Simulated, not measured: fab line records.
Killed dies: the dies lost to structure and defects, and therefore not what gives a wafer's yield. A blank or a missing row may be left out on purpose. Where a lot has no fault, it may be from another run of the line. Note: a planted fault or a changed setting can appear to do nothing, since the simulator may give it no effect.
fab line records	flow gf180mcu
[record] lots = 5	wafers = 23
route steps=602 shown TOP_METAL@580 PASSIVATION@599
start_h: hours from the record's first day to the start of the lot's first wafer shown	wait_h: hours elapsed since this lot's preceding step	" the same as in the row above	L1.1+2: several wafers, shown together as one row	- no value, or no start was given	* or withheld: withheld	< > ~ a bound
route shown NAME@n: NAME is a module with steps in the file, n the number in the route of the first one	usual: mean/standard deviation taken from wafers without a fault	same: alike in all rows	chamber/n: place in a boat	sites: per-site readings	_std_site: the values' standard deviation	_edge_site: inner sites' mean taken away from outer sites' mean	radius_mm: how far each site lies from the wafer's centre	mask NAME#n: copy n	behind: the most recent tool/chamber to have shaped the wafer	hold: what put the lot on hold/how long, in hours/how the hold closed	device: transistor that didn't switch, given as n, p or np	end of line: tests of these same wafers at the route's end	a step without rows: its recipe alone	killed: dies lost to structure and defects at the first sort, not the wafer's yield	map: shows each die of a wafer: x if killed, . if not, _ if none is there
set.NAME: the setting the step ran with; set.NAME@STEP: the setting that earlier step ran with	model.NAME: the simulator's own value behind a step, which no gauge read
lots run with intentionally changed settings; tables by step, rows by wafer
[[steps]]
[step GF_TOP_METAL_DEVELOP_13]
[recipe] develop_time_s = 60	dev_temp_c = 23
lot.wafer	tool	chamber	start_h	wait_h	set.dev_temp_c
L076.3+4+6	litho_track-03	0	665.82	0.1	23
L075.1+4+5	litho_track-01	0	669.42	0.1	23
L075.3+6	"	0	"	"	20.56
L079.2+5	litho_track-04	0	694.83	0.1	23
L079.3+4+6	"	0	"	"	19.54
L083.1+2	litho_track-01	0	721.37	0.1	23
L083.3+5+6	"	0	"	"	24.34
L084.1+4	litho_track-01	0	729.52	0.1	21.08
L084.2+3+6	"	0	"	"	23
[step GF_TOP_METAL_METAL_ETCH_16]
[recipe] chemistry = Cl2/BCl3	mask_material = NOVOLAK	target_depth_nm = 1077.5	stop_on = SiO2	pressure_mtorr = 8	icp_w = 800	bias_w = 140	Cl2_flow_sccm = 80	bcl3_flow_sccm = 40	time_s = 179.6
lot.wafer	tool	chamber	start_h	wait_h	set.spin_rpm@TOP_METAL_COAT_09	model.NOVOLAK_of_TOP_METAL_COAT_09.thk_nm
L076.3	rie_metal-04	0	666.14	0.1	3000	1068
L076.4	"	1	"	"	3000	1060
L076.6	"	1	"	"	3000	1057
L075.1	rie_metal-04	1	669.73	0.0	3000	1065
L075.3	"	1	"	"	3000	1068
L075.4	"	0	"	"	3000	1076
L075.5	"	1	"	"	3000	1064
L075.6	"	0	"	"	3000	1078
L079.2	rie_metal-02	1	695.11	0.0	3000	1072
L079.3	"	0	"	"	3000	1066
L079.4	"	1	"	"	2909	1092
L079.5	"	0	"	"	2909	1096
L079.6	"	1	"	"	2909	1090
L083.1	rie_metal-02	1	721.68	0.0	3000	1063
L083.2	"	0	"	"	3000	1068
L083.3	"	1	"	"	3000	1071
L083.5	"	0	"	"	3000	1066
L083.6	"	1	"	"	3000	1073
L084.1	rie_metal-02	0	729.83	0.0	3000	1080
L084.2	"	1	"	"	3000	1083
L084.3	"	1	"	"	2809	1130
L084.4	"	0	"	"	2809	1136
L084.6	"	1	"	"	3000	1085
[step GF_TOP_METAL_STRIP_17]
[recipe] chemistry = O2/N2	power_w = 1400	pressure_mtorr = 1500	platen_temp_c = 250	o2_flow_sccm = 3000	n2_flow_sccm = 300	overash_fraction = 0.5
[usual] strip_time_to_endpoint_s = 13.47/0.075
lot.wafer	tool	chamber	start_h	wait_h	set.spin_rpm@TOP_METAL_COAT_09	strip_time_to_endpoint_s
L076.3	plasma_asher-02	1	666.29	0.1	3000	13.44
L076.4	"	0	"	"	3000	13.33
L076.6	"	0	"	"	3000	13.30
L075.1	plasma_asher-04	1	669.90	0.1	3000	13.38
L075.3	"	0	"	"	3000	13.44
L075.4	"	1	"	"	3000	13.52
L075.5	"	0	"	"	3000	13.39
L075.6	"	1	"	"	3000	13.57
L079.2	plasma_asher-01	0	695.29	0.1	3000	13.48
L079.3	"	1	"	"	3000	13.42
L079.4	"	0	"	"	2909	13.72
L079.5	"	0	"	"	2909	13.77
L079.6	"	1	"	"	2909	13.70
L083.1	plasma_asher-01	0	721.85	0.1	3000	13.36
L083.2	"	1	"	"	3000	13.44
L083.3	"	0	"	"	3000	13.47
L083.5	"	1	"	"	3000	13.40
L083.6	"	0	"	"	3000	13.49
L084.1	plasma_asher-02	0	730.00	0.1	3000	13.58
L084.2	"	1	"	"	3000	13.60
L084.3	"	0	"	"	2809	14.16
L084.4	"	1	"	"	2809	14.22
L084.6	"	0	"	"	3000	13.63
[step GF_PASSIVATION_STRIP_12]
[recipe] chemistry = O2/N2	power_w = 1400	pressure_mtorr = 1500	platen_temp_c = 250	o2_flow_sccm = 3000	n2_flow_sccm = 300	overash_fraction = 0.5
[usual] oes_product_au = 0.719/0.0045	strip_time_to_endpoint_s = 34.93/0.23
lot.wafer	tool	chamber	start_h	wait_h	set.power_w	oes_product_au	strip_time_to_endpoint_s
L076.3	plasma_asher-03	1	686.64	0.2	1400	0.715	35.13
L076.4	"	0	"	"	1400	0.709	34.95
L076.6	"	1	"	"	1400	0.725	35.20
L075.1	plasma_asher-01	0	690.65	0.1	1243	0.676	39.00
L075.3	"	0	"	"	1243	0.671	38.64
L075.4	"	1	"	"	1400	0.716	34.83
L075.5	"	1	"	"	1400	0.716	35.38
L075.6	"	0	"	"	1400	0.722	34.87
L079.2	plasma_asher-03	1	714.60	0.1	1400	0.716	34.92
L079.3	"	0	"	"	1400	0.711	34.93
L079.4	"	1	"	"	1400	0.723	34.93
L079.5	"	0	"	"	1400	0.715	34.55
L079.6	"	1	"	"	1400	0.715	35.00
L083.1	plasma_asher-01	1	740.31	0.1	1400	0.724	34.50
L083.2	"	0	"	"	1400	0.719	34.97
L083.3	"	0	"	"	1400	0.720	34.93
L083.5	"	1	"	"	1400	0.717	34.75
L083.6	"	0	"	"	1400	0.717	34.97
L084.1	plasma_asher-02	1	748.65	0.1	1505	0.755	32.67
L084.2	"	0	"	"	1400	0.722	35.07
L084.3	"	1	"	"	1505	0.745	32.81
L084.4	"	0	"	"	1505	0.753	33.09
L084.6	"	1	"	"	1400	0.722	34.58
[[key]]
[split] step = GF_TOP_METAL_DEVELOP_13	setting = dev_temp_c	stated = 23	by = wafer
response none clear
[split] step = GF_PASSIVATION_STRIP_12	setting = power_w	stated = 1400	by = wafer
[response] step = GF_PASSIVATION_STRIP_12	reading = oes_product_au	change = +0.00393	per = 1%	r = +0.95
[response] step = GF_PASSIVATION_STRIP_12	reading = strip_time_to_endpoint_s	change = *	per = 1%	r = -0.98
split outside_this_file step=GF_TOP_METAL_COAT_09 setting=spin_rpm
// split outside_this_file: this setting was split too, and the file shows its column; the key of that split is in another file
